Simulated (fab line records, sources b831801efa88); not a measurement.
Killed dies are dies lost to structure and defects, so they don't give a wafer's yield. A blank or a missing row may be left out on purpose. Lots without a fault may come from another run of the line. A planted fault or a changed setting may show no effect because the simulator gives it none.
Chamber matching | flow gf180mcu | GF_PSD_CLEAN_12 on wet_bench-03: 3 sister chambers
The step cleans in SC1/SC2, time 150 s. 3 wafers are shown with their chamber, then 5 later ones without.

WAFERS WITH THEIR CHAMBER
wafer  | chamber | bath_heat_duty_pct (%)
L316.3 | 3       | 12.8
L321.6 | 0       | 16.9
L324.3 | 1       | 16.8

WAFERS WITHOUT THEIR CHAMBER
wafer  | bath_heat_duty_pct (%)
L324.4 | 16.4
L324.6 | 14.0
L329.3 | 16.3
L329.4 | 14.4
L329.5 | 14.8

WHICH CHAMBER EACH WENT THROUGH
wafer  | from the rows above          | in truth
L324.4 | can't be placed: 1 or 0      | 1
L324.6 | can't be placed: 3 or 1 or 0 | 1
L329.3 | can't be placed: 1 or 0      | 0
L329.4 | can't be placed: 3 or 1 or 0 | 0
L329.5 | can't be placed: 1 or 3 or 0 | 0
Placed correctly: 0 of 5. Can't be placed from these rows: 5 (the true chamber is among the candidates in 5). Placed wrongly: 0.
How it was worked out, from the rows above alone: a wafer's distance from a chamber is the root of the sum, over the readings, of the square of ((its reading less the chamber's mean) divided by the reading's scatter). The wafer belongs to the nearest chamber; if the next one is less than 2 further off, it can't be placed. A chamber's mean is the mean of its shown wafers. The scatter: with one shown wafer a chamber, the root of the mean of the squares of how far each hidden wafer lies from its nearest shown one.
